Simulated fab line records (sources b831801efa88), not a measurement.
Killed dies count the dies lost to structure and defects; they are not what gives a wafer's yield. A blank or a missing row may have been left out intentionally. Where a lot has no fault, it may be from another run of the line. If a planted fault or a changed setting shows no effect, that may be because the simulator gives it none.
fab line records	flow gf180mcu	part 1 of 2: steps 1 to 26 of 37
record lots=5	wafers=15	last-day=33
route steps=602 shown STI@8 DNWELL@32 NWELL@42
lots that met no fault: from a run of the same line without faults
start-h: the number of hours between the record's first day and the start of the first shown wafer of the lot	wait-h: hours since the lot's step before	" repeats the value in the row above	L1.1+2: a row that stands for several wafers	- value missing, or start not given	* or withheld: withheld	< > ~ a bound
route shown NAME@n: names a module that has steps shown in the file, with the first one's number in the route	usual: mean and standard deviation over wafers with no fault	same: alike in all rows	chamber/n: place in a boat	sites: each site's reading	_std_site: standard deviation across them	_edge_site: the outer-site mean with the inner-site mean subtracted	radius-mm: for every site, how far away it sits from the centre of the wafer	mask NAME#n: copy n	behind: tool/chamber where the wafer was last shaped	hold: why the lot was held/for how many hours/how that ended	device: the transistor (n, p or np) that didn't switch	end of line: the route-end tests of the same wafers	a step given without rows: its recipe and nothing more	killed: at the first sort, the dies lost to defects and structure; wafer yield is something else	map: shows each die of a wafer: x if killed, . if not, _ if none is there
set.NAME: the setting as run; set.NAME@STEP: as run at that earlier step	model.NAME: the simulator's own value behind a step, which no gauge read
lots at selected steps of the route; one table per step, one row per wafer
services: the hour from which a tool's chamber was out of use, counted from the record's first day as start-h (under 0 if before that day), plus the number of hours and why
## steps
# step GF_STI_COAT_07
# recipe resist=KrF	spin-rpm=withheld	resist-thk-nm=700
# usual exhaust-pa=44.9/0.92
lot.wafer	tool	chamber	start-h	wait-h	exhaust-pa
L078.1	litho-track-03	0	39.32	0.1	43.7
L078.2	"	0	"	"	44.0
L078.3	"	0	"	"	42.2
L082.3	litho-track-04	0	59.33	0.1	45.5
L082.4	"	0	"	"	46.1
L082.6	"	0	"	"	44.6
L084.3	litho-track-04	0	70.68	0.1	45.0
L084.4	"	0	"	"	45.1
L084.6	"	0	"	"	45.1
L086.1	litho-track-03	0	80.87	0.1	45.2
L086.3	"	0	"	"	44.7
L086.6	"	0	"	"	46.1
L090.2	litho-track-01	0	101.97	0.1	46.3
L090.4	"	0	"	"	46.7
L090.6	"	0	"	"	46.7
# step GF_STI_SOFTBAKE_08
# recipe temp-c=130	time-s=60	resist=KrF
# usual exhaust-pa=45.1/0.97
lot.wafer	tool	chamber	start-h	wait-h	exhaust-pa
L078.1	litho-track-03	0	39.47	0.1	45.4
L078.2	"	0	"	"	47.1
L078.3	"	0	"	"	45.9
L082.3	litho-track-04	0	59.48	0.1	43.0
L082.4	"	0	"	"	45.0
L082.6	"	0	"	"	43.2
L084.3	litho-track-04	0	70.83	0.1	46.3
L084.4	"	0	"	"	45.6
L084.6	"	0	"	"	45.5
L086.1	litho-track-03	0	81.02	0.1	45.2
L086.3	"	0	"	"	44.5
L086.6	"	0	"	"	44.5
L090.2	litho-track-01	0	102.12	0.1	44.4
L090.4	"	0	"	"	45.5
L090.6	"	0	"	"	45.0
# step GF_STI_EXPOSE_09
# recipe mask-id=COMP	target-cd-nm=220	na=0.68	source-shape=conventional	sigma-outer=0.6	dose-mj=28
lot.wafer	tool	chamber	start-h	wait-h	mask
L078.1+2+3	krf-scanner-01	0	-	-	COMP#0
L082.3+4+6	krf-scanner-01	0	-	-	COMP#0
L084.3+4+6	krf-scanner-01	0	-	-	COMP#0
L086.1+3+6	krf-scanner-01	0	-	-	COMP#0
L090.2+4+6	krf-scanner-01	0	-	-	COMP#0
# step GF_STI_PEB_10
# recipe peb-temp-c=135	peb-time-s=90	resist=KrF
# usual exhaust-pa=44.8/0.94
lot.wafer	tool	chamber	start-h	wait-h	exhaust-pa
L078.1	litho-track-04	0	-	-	45.6
L078.2	"	0	"	"	44.8
L078.3	"	0	"	"	45.2
L082.3	litho-track-01	0	-	-	44.5
L082.4	"	0	"	"	46.2
L082.6	"	0	"	"	46.2
L084.3	litho-track-03	0	-	-	44.0
L084.4	"	0	"	"	45.6
L084.6	"	0	"	"	45.7
L086.1	litho-track-04	0	-	-	45.1
L086.3	"	0	"	"	45.2
L086.6	"	0	"	"	45.7
L090.2	litho-track-04	0	-	-	44.0
L090.4	"	0	"	"	44.7
L090.6	"	0	"	"	43.5
# step GF_STI_DEVELOP_11
# recipe develop-time-s=60	dev-temp-c=21
# usual exhaust-pa=45.0/0.78
lot.wafer	tool	chamber	start-h	wait-h	exhaust-pa
L078.1	litho-track-04	0	45.08	0.2	44.4
L078.2	"	0	"	"	45.2
L078.3	"	0	"	"	45.3
L082.3	litho-track-01	0	66.44	0.1	45.9
L082.4	"	0	"	"	44.7
L082.6	"	0	"	"	45.2
L084.3	litho-track-03	0	77.52	0.1	45.1
L084.4	"	0	"	"	44.9
L084.6	"	0	"	"	44.9
L086.1	litho-track-04	0	87.18	0.2	45.1
L086.3	"	0	"	"	44.9
L086.6	"	0	"	"	46.0
L090.2	litho-track-04	0	109.11	0.2	44.5
L090.4	"	0	"	"	45.8
L090.6	"	0	"	"	44.5
# step GF_STI_CD_MEAS_12
# recipe target-cd-nm=220
# usual cd-nm=220.6/1.3
lot.wafer	tool	chamber	start-h	wait-h	cd-nm
L078.1	cd-sem-02	-	45.23	0.1	223.0
L078.2	"	-	"	"	221.1
L078.3	"	-	"	"	222.8
L082.3	cd-sem-01	-	66.58	0.1	217.7
L082.4	"	-	"	"	218.0
L082.6	"	-	"	"	219.6
L084.3	cd-sem-02	-	77.66	0.1	219.9
L084.4	"	-	"	"	218.8
L084.6	"	-	"	"	220.0
L086.1	cd-sem-02	-	87.33	0.1	221.8
L086.3	"	-	"	"	224.0
L086.6	"	-	"	"	223.1
L090.2	cd-sem-01	-	109.25	0.1	220.8
L090.4	"	-	"	"	221.4
L090.6	"	-	"	"	219.9
# step GF_STI_ETCH_13
# recipe chemistry=CHF3/O2	stop-on=Si	over-etch-frac=0.3	target-depth-a=2823.1	source-w=600	bias-w=200	pressure-mtorr=40	chf3-flow-sccm=50	O2_flow_sccm=5	time-s=112.9
# usual bias-w=200.0/0.63	drypump-motor-current-A=5.6/0.38	oes-product-au=0.834/0.0068	rf-fwd-power-W=596.6/2.1	throttle-valve-pct=8.810/0.0092
lot.wafer	tool	chamber	start-h	wait-h	bias-w	drypump-motor-current-A	oes-product-au	rf-fwd-power-W	rf-hours-counter-h	throttle-valve-pct
L078.1	rie-diel-02	0	45.35	0.1	198.9	6.1	0.822	600.2	133	8.794
L078.2	"	3	"	"	200.5	5.2	0.829	596.0	58	8.796
L078.3	"	2	"	"	200.9	5.3	0.826	596.8	142	8.818
L082.3	rie-diel-02	0	66.66	0.1	200.1	6.0	0.837	595.8	133	8.803
L082.4	"	3	"	"	199.3	5.2	0.827	597.7	58	8.807
L082.6	"	2	"	"	199.6	5.3	0.839	596.2	-	8.802
L084.3	rie-diel-03	1	77.74	0.1	200.6	5.4	0.832	597.6	92	8.812
L084.4	"	3	"	"	199.8	5.5	0.838	598.6	83	8.791
L084.6	"	3	"	"	199.1	5.5	0.840	597.3	-	8.807
L086.1	rie-diel-03	3	87.45	0.1	199.6	5.5	0.836	595.8	83	8.818
L086.3	"	1	"	"	200.6	5.4	0.835	597.7	93	8.802
L086.6	"	1	"	"	200.6	5.4	0.829	599.8	-	8.813
L090.2	rie-diel-04	3	109.35	0.1	200.4	5.2	0.831	593.9	11	8.818
L090.4	"	0	"	"	199.6	5.5	0.826	599.0	145	8.808
L090.6	"	2	"	"	200.1	6.3	0.818	596.2	-	8.802
# step GF_STI_ETCH_14
# recipe target=Si	chemistry=HBr/Cl2/O2	target-depth-nm=360	icp-w=600	bias-w=150	pressure-mtorr=15	HBr_flow_sccm=150	Cl2_flow_sccm=40	O2_flow_sccm=6	time-s=102.9
# usual bias-w=150.0/0.43	drypump-motor-current-A=5.8/0.43	oes-product-au=1.000/0.0085	rf-fwd-power-W=596.7/1.9	throttle-valve-pct=25.656/0.011
lot.wafer	tool	chamber	start-h	wait-h	bias-w	drypump-motor-current-A	oes-product-au	rf-fwd-power-W	rf-hours-counter-h	throttle-valve-pct
L078.1	rie-si-02	0	45.43	0.0	150.0	5.9	0.998	598.6	83	25.650
L078.2	"	1	"	"	149.7	6.3	0.989	596.4	1	25.664
L078.3	"	2	"	"	148.7	5.2	1.000	594.8	140	25.654
L082.3	rie-si-01	1	66.74	0.0	149.9	5.3	0.989	598.2	78	25.655
L082.4	"	0	"	"	149.7	5.3	0.995	597.4	6	25.648
L082.6	"	0	"	"	150.4	5.3	0.995	598.6	-	25.674
L084.3	rie-si-02	0	77.82	0.0	149.7	5.9	1.009	599.2	83	25.665
L084.4	"	0	"	"	149.9	5.8	1.001	597.4	-	25.644
L084.6	"	2	"	"	149.8	5.2	1.001	595.7	-	25.645
L086.1	rie-si-02	1	87.53	0.0	150.1	6.3	0.999	599.9	1	25.649
L086.3	"	0	"	"	149.8	5.9	1.009	597.9	84	25.657
L086.6	"	2	"	"	150.0	5.2	1.006	593.9	-	25.657
L090.2	rie-si-01	3	109.43	0.0	150.3	6.5	0.998	597.3	40	25.649
L090.4	"	1	"	"	149.5	5.3	0.996	597.8	79	25.654
L090.6	"	1	"	"	149.8	5.3	1.001	599.6	-	25.657
# step GF_STI_STRIP_15
# recipe chemistry=O2/N2	power-w=1400	pressure-mtorr=1500	platen-temp-c=250	o2-flow-sccm=3000	n2-flow-sccm=300	overash-fraction=0.5
# usual drypump-motor-current-A=5.94/0.29	heater-power-w=361/39	n2-flow-sccm=299.8/0.91	oes-product-au=0.383/0.0054	strip-time-to-endpoint-s=3.73/0.052
# same overash-fraction=0.5
lot.wafer	tool	chamber	start-h	wait-h	drypump-motor-current-A	heater-power-w	n2-flow-sccm	oes-product-au	rf-hours-counter-h	strip-time-to-endpoint-s
L078.1	plasma-asher-04	1	45.51	0.0	6.12	332	300.9	0.384	38	3.75
L078.2	"	0	"	"	5.23	275	300.8	0.383	38	3.75
L078.3	"	0	"	"	5.23	285	299.7	0.392	-	3.82
L082.3	plasma-asher-03	0	66.85	0.1	5.98	410	301.0	0.382	-	3.77
L082.4	"	1	"	"	5.88	358	300.5	0.390	-	3.73
L082.6	"	0	"	"	5.98	408	301.0	0.389	-	3.79
L084.3	plasma-asher-03	1	77.92	0.1	5.95	359	301.2	0.380	-	3.62
L084.4	"	0	"	"	5.97	398	299.3	0.371	-	3.71
L084.6	"	1	"	"	5.88	351	300.8	0.383	-	3.73
L086.1	plasma-asher-02	0	87.61	0.0	6.33	385	299.4	0.390	43	3.65
L086.3	"	0	"	"	6.33	390	299.9	0.378	-	3.60
L086.6	"	0	"	"	6.32	380	300.2	0.372	-	3.63
L090.2	plasma-asher-02	0	109.51	0.0	6.32	385	299.0	0.379	45	3.69
L090.4	"	1	"	"	5.88	354	300.2	0.384	-	3.73
L090.6	"	1	"	"	5.88	341	301.1	0.373	-	3.67
# step GF_STI_CLEAN_16
# recipe chemistry=dHF	time-s=25	dilution=100:1
lot.wafer	tool	chamber	start-h	wait-h
L078.1+2+3	wet-bench-03	3	45.61	0.1
L082.3+4+6	wet-bench-02	2	66.91	0.0
L084.3+4+6	wet-bench-02	3	77.99	0.0
L086.1+3+6	wet-bench-03	1	87.71	0.1
L090.2+4+6	wet-bench-01	2	109.61	0.1
# step GF_STI_WET_ETCH_17
# recipe chemistry=H3PO4	target-depth-nm=45	temp-c=160	target=Si3N4	time-s=514
lot.wafer	tool	chamber	start-h	wait-h
L078.1+2+3	wet-bench-01	2	45.62	0.0
L082.3+4+6	wet-bench-02	2	66.93	0.0
L084.3+4+6	wet-bench-03	1	78.00	0.0
L086.1+3+6	wet-bench-02	0	87.72	0.0
L090.2+4+6	wet-bench-01	3	109.62	0.0
# step GF_STI_CLEAN_18
# recipe chemistry=SC1/SC2	mix=1:4:20	temp-c=70	time-s=150
lot.wafer	tool	chamber	start-h	wait-h
L078.1+2+3	wet-bench-02	1	45.77	0.0
L082.3+4+6	wet-bench-03	1	67.08	0.0
L084.3+4+6	wet-bench-02	2	78.16	0.0
L086.1+3+6	wet-bench-01	1	87.87	0.0
L090.2+4+6	wet-bench-03	0	109.77	0.0
# step GF_STI_CLEAN_19
# recipe chemistry=dHF	time-s=20	dilution=100:1
lot.wafer	tool	chamber	start-h	wait-h
L078.1+2+3	wet-bench-03	3	45.83	0.0
L082.3+4+6	wet-bench-03	1	67.13	0.0
L084.3+4+6	wet-bench-01	1	78.21	0.0
L086.1+3+6	wet-bench-03	3	87.92	0.0
L090.2+4+6	wet-bench-02	0	109.83	0.0
# step GF_STI_WET_ETCH_20
# recipe chemistry=dHF	dilution=100:1	target-depth-nm=20	temp-c=25	dry=ipa-marangoni	target=SiO2	time-s=400
lot.wafer	tool	chamber	start-h	wait-h
L078.1+2+3	wet-bench-01	2	45.84	0.0
L082.3+4+6	wet-bench-03	3	67.14	0.0
L084.3+4+6	wet-bench-03	0	78.22	0.0
L086.1+3+6	wet-bench-02	2	87.94	0.0
L090.2+4+6	wet-bench-01	0	109.84	0.0
# step GF_STI_OXIDATION_21
# recipe temp-c=1000	ambient=O2	stabilise-s=600	purge-s=300	target-thk-a=150	ox-time-s=458
# usual spike-tc-top-C=1010.4/1	zone-power-centre-pct=23.9/0.81
# same ox-time-s=458
lot.wafer	tool	chamber	start-h	wait-h	spike-tc-top-C	zone-power-centre-pct
L078.1	furnace-02	0	46.36	0.4	1009.1	25.1
L078.2	"	0	"	"	1010.9	24.4
L078.3	"	0	"	"	1008.7	24.6
L082.3	furnace-02	0	67.39	0.1	1009.6	24.3
L082.4	"	0	"	"	1009.9	24.8
L082.6	"	0	"	"	1010.0	25.0
L084.3	furnace-02	0	78.34	0.0	1008.5	24.5
L084.4	"	0	"	"	1010.8	24.5
L084.6	"	0	"	"	1010.3	24.4
L086.1	furnace-02	0	91.16	3.1	1007.8	24.8
L086.3	"	0	"	"	1010.1	24.6
L086.6	"	0	"	"	1010.1	24.5
L090.2	furnace-02	0	109.96	0.0	1011.0	25.0
L090.4	"	0	"	"	1009.9	24.4
L090.6	"	0	"	"	1010.6	24.3
# step GF_STI_THK_MEAS_22
# recipe reads=SiO2_of_STI_OXIDATION_21
# usual STI_OXIDATION_01_THK=15.00/0.27
lot.wafer	tool	chamber	start-h	wait-h	STI_OXIDATION_01_THK[nm]
L078.1	film-metro-04	-	47.49	0.0	15.00
L078.2	"	-	"	"	14.86
L078.3	"	-	"	"	14.86
L082.3	film-metro-02	-	68.54	0.0	14.62
L082.4	"	-	"	"	14.60
L082.6	"	-	"	"	14.80
L084.3	film-metro-04	-	79.49	0.0	15.09
L084.4	"	-	"	"	15.08
L084.6	"	-	"	"	14.86
L086.1	film-metro-04	-	92.29	0.0	15.15
L086.3	"	-	"	"	14.90
L086.6	"	-	"	"	14.80
L090.2	film-metro-03	-	111.10	0.0	15.11
L090.4	"	-	"	"	15.17
L090.6	"	-	"	"	15.14
# step GF_STI_CVD_23
# recipe material=SiO2	target-thk-nm=650	sigma-open-frac=0.3	time-s=108.3	temp-c=600	sih4-flow-sccm=60	pressure-mtorr=6
lot.wafer	tool	chamber	start-h	wait-h
L078.1+2+3	hdpcvd-02	0,2,1	47.55	0.1
L082.3+4+6	hdpcvd-01	1,2,1	68.58	0.0
L084.3+4+6	hdpcvd-02	0,1,2	79.53	0.0
L086.1+3+6	hdpcvd-02	1,2,0	92.35	0.1
L090.2+4+6	hdpcvd-01	1,1,2	111.15	0.0
# step GF_STI_THK_MEAS_24
# recipe reads=SiO2_of_STI_CVD_23
# usual STI_CVD_23_THK=648/7
lot.wafer	tool	chamber	start-h	wait-h	STI_CVD_23_THK[nm]
L078.1	film-metro-02	-	47.63	0.0	650
L078.2	"	-	"	"	652
L078.3	"	-	"	"	650
L082.3	film-metro-03	-	68.68	0.1	652
L082.4	"	-	"	"	644
L082.6	"	-	"	"	646
L084.3	film-metro-03	-	79.62	0.1	661
L084.4	"	-	"	"	659
L084.6	"	-	"	"	659
L086.1	film-metro-02	-	92.42	0.0	649
L086.3	"	-	"	"	634
L086.6	"	-	"	"	642
L090.2	film-metro-03	-	111.23	0.0	651
L090.4	"	-	"	"	653
L090.6	"	-	"	"	645
# step GF_STI_CMP_25
# recipe stop-on=Si3N4	t-overpolish-s=33	down-force-psi=4	platen-rpm=60	target-thk-nm=524.6	pad-velocity-m-s=0.94248
# usual motor-current-A=12.2/1.7	overpolish-run-s=33.001/0.0094	slurry-flow-ml-min=149.9/0.43	time-to-endpoint-s=123/4.8
lot.wafer	tool	chamber	start-h	wait-h	motor-current-A	overpolish-run-s	slurry-flow-ml-min	time-to-endpoint-s
L078.1	cmp-02	0	47.69	0.1	14.6	33.012	149.9	123
L078.2	"	1	"	"	13.7	32.991	149.6	122
L078.3	"	2	"	"	10.5	32.988	150.0	132
L082.4	cmp-01	0	68.82	0.1	11.2	33.004	150.2	127
L082.3	"	1	"	"	14.0	33.018	149.2	127
L082.6	"	3	"	"	12.4	32.995	149.7	132
L084.4	cmp-02	3	79.76	0.1	8.8	33.001	150.0	117
L084.3	"	0	"	"	14.7	32.999	149.9	119
L084.6	"	2	"	"	11.4	32.992	150.3	122
L086.1	cmp-01	1	92.58	0.1	13.2	32.991	149.8	126
L086.3	"	2	"	"	13.4	33.019	149.5	122
L086.6	"	3	"	"	13.7	33.011	150.7	127
L090.2	cmp-01	0	111.28	0.0	11.6	32.993	149.9	123
L090.4	"	3	"	"	12.4	33.000	150.0	128
L090.6	"	1	"	"	13.4	32.994	149.6	126
# step GF_STI_WET_ETCH_26
# recipe chemistry=dHF	target-depth-nm=94	target=SiO2	temp-c=25	dilution=10:1	time-s=188
lot.wafer	tool	chamber	start-h	wait-h
L078.1+2+3	wet-bench-01	1	47.99	0.2
L082.3+4+6	wet-bench-02	3	69.02	0.1
L084.3+4+6	wet-bench-01	3	79.96	0.1
L086.1+3+6	wet-bench-03	1	92.78	0.1
L090.2+4+6	wet-bench-02	2	111.58	0.2
# step GF_STI_WET_ETCH_27
# recipe chemistry=H3PO4	target-depth-nm=160	target=Si3N4	temp-c=160	time-s=1825
lot.wafer	tool	chamber	start-h	wait-h
L078.1+2+3	wet-bench-02	0	48.05	0.0
L082.3+4+6	wet-bench-03	3	69.08	0.0
L084.3+4+6	wet-bench-02	1	80.02	0.0
L086.1+3+6	wet-bench-01	3	92.85	0.0
L090.2+4+6	wet-bench-03	3	111.64	0.0
# step GF_STI_WET_ETCH_28
# recipe chemistry=dHF	target-depth-nm=20	dry=ipa-marangoni	target=SiO2	temp-c=25	dilution=10:1	time-s=40
lot.wafer	tool	chamber	start-h	wait-h
L078.1+2+3	wet-bench-01	3	48.61	0.0
L082.3+4+6	wet-bench-01	0	69.59	0.0
L084.3+4+6	wet-bench-01	0	80.54	0.0
L086.1+3+6	wet-bench-02	0	93.36	0.0
L090.2+4+6	wet-bench-02	1	112.21	0.0
# step GF_STI_OXIDATION_29
# recipe temp-c=904.1	ambient=O2	stabilise-s=600	purge-s=300	target-thk-a=100	ox-time-s=1418
# usual spike-tc-top-C=915.6/1	zone-power-centre-pct=18.9/0.6
# same ox-time-s=1418
lot.wafer	tool	chamber	start-h	wait-h	spike-tc-top-C	zone-power-centre-pct
L078.1	furnace-01	0	49.44	0.8	914.9	18.3
L078.2	"	0	"	"	915.1	18.7
L078.3	"	0	"	"	916.3	18.4
L082.3	furnace-02	0	70.08	0.5	915.6	19.9
L082.4	"	0	"	"	916.4	20.2
L082.6	"	0	"	"	914.8	19.7
L084.3	furnace-01	0	81.33	0.8	915.2	18.7
L084.4	"	0	"	"	916.7	18.6
L084.6	"	0	"	"	915.1	18.5
L086.1	furnace-01	0	93.42	0.0	915.4	18.5
L086.3	"	0	"	"	915.3	18.2
L086.6	"	0	"	"	916.6	18.4
L090.2	furnace-02	0	112.53	0.3	915.4	19.7
L090.4	"	0	"	"	915.5	19.8
L090.6	"	0	"	"	916.4	19.8
# step GF_STI_THK_MEAS_30
# recipe reads=SiO2_of_STI_OXIDATION_29
# usual STI_OXIDATION_02_THK=10.46/0.2
lot.wafer	tool	chamber	start-h	wait-h	STI_OXIDATION_02_THK[nm]
L078.1	film-metro-03	-	50.83	0.0	10.73
L078.2	"	-	"	"	10.77
L078.3	"	-	"	"	10.70
L082.3	film-metro-02	-	71.49	0.0	10.14
L082.4	"	-	"	"	10.15
L082.6	"	-	"	"	10.19
L084.3	film-metro-03	-	82.74	0.0	10.39
L084.4	"	-	"	"	10.56
L084.6	"	-	"	"	10.66
L086.1	film-metro-04	-	94.82	0.0	10.62
L086.3	"	-	"	"	10.54
L086.6	"	-	"	"	10.72
L090.2	film-metro-04	-	113.94	0.0	10.36
L090.4	"	-	"	"	10.17
L090.6	"	-	"	"	10.26
# step GF_DNWELL_DEHYDRATE_00
# recipe temp-c=200	time-s=60
# usual exhaust-pa=45.0/0.93
lot.wafer	tool	chamber	start-h	wait-h	exhaust-pa
L078.1	litho-track-04	0	56.18	5.3	45.7
L078.2	"	0	"	"	45.2
L078.3	"	0	"	"	43.7
L082.3	litho-track-01	0	77.54	6.0	44.6
L082.4	"	0	"	"	45.5
L082.6	"	0	"	"	43.5
L084.3	litho-track-02	0	88.66	5.9	43.3
L084.4	"	0	"	"	45.8
L084.6	"	0	"	"	45.1
L086.1	litho-track-01	0	100.99	6.2	46.2
L086.3	"	0	"	"	45.9
L086.6	"	0	"	"	44.3
L090.2	litho-track-01	0	121.22	7.3	44.1
L090.4	"	0	"	"	45.3
L090.6	"	0	"	"	46.2
# step GF_DNWELL_HMDS_01
# recipe prime-time-s=60	prime-temp-c=120
# usual exhaust-pa=45.1/0.98
lot.wafer	tool	chamber	start-h	wait-h	exhaust-pa
L078.1	litho-track-04	0	56.33	0.1	46.3
L078.2	"	0	"	"	46.0
L078.3	"	0	"	"	44.6
L082.3	litho-track-01	0	77.69	0.1	43.4
L082.4	"	0	"	"	44.3
L082.6	"	0	"	"	44.7
L084.3	litho-track-02	0	88.81	0.1	44.2
L084.4	"	0	"	"	43.9
L084.6	"	0	"	"	43.6
L086.1	litho-track-01	0	101.14	0.1	45.1
L086.3	"	0	"	"	43.3
L086.6	"	0	"	"	44.9
L090.2	litho-track-01	0	121.37	0.1	44.4
L090.4	"	0	"	"	44.5
L090.6	"	0	"	"	43.6
